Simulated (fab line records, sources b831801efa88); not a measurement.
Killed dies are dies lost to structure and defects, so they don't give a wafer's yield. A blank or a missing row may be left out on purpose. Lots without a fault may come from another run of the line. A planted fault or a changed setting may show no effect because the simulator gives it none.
Which tool did it? | flow sky130 | 7 lots, 21 wafers sampled, at 2 steps of a route of 708

WHAT THE GAUGES READ, wafer by wafer
SKY_LDD_LDN_TW_MEAS_13.
lot  | measured     | on            | LDD_LDN_TW
L774 | day 22 22:47 | film_metro-02 | 1487 1487 1493
L777 | day 24 06:35 | film_metro-04 | 1488 1492 1488
L778 | day 24 15:50 | film_metro-04 | 1492 1493 1487
L786 | day 27 10:38 | film_metro-02 | 1516 1523 1519 1513 1509 1518
L788 | day 28 01:38 | film_metro-02 | 1529 1524 1531 1527 1529 1525
L790 | day 28 20:50 | film_metro-04 | 1497 1498 1496
L795 | day 30 23:19 | film_metro-03 | 1513 1510 1505

WHICH TOOL RAN EACH LOT (tool, then ch and the chambers of the sampled wafers, then the start)
lot  | SKY_LDD_LDN_IMPLANT_11
L774 | implanter-02 ch 0, day 22 22:32
L777 | implanter-03 ch 0, day 24 06:20
L778 | implanter-04 ch 0, day 24 15:37
L786 | implanter-03 ch 0, day 27 10:23
L788 | implanter-03 ch 0, day 28 01:25
L790 | implanter-04 ch 0, day 28 20:35
L795 | implanter-03 ch 0, day 30 23:04
- SKY_LDD_LDN_IMPLANT_11

THE ANSWER, worked out from the rows above alone
Rule: what is usual is taken from the lots themselves. Put in order of their means at a reading, lots are off if they are a third of the lots or fewer, leave a main group of 4 or more, and stand apart from it by a gap of 3 or more times the standard deviation of the main group's means; of several such gaps the widest counts. A main group whose means are all the same, to the digits that the tables above print for the reading, isn't used. A lot without any number at a reading at which 4 lots or more have one is off too. The other lots that the step has rows for count as sound.
No lot is off at any reading shown: from this, nothing can be told.

WHAT THE SIMULATOR HAD PUT IN
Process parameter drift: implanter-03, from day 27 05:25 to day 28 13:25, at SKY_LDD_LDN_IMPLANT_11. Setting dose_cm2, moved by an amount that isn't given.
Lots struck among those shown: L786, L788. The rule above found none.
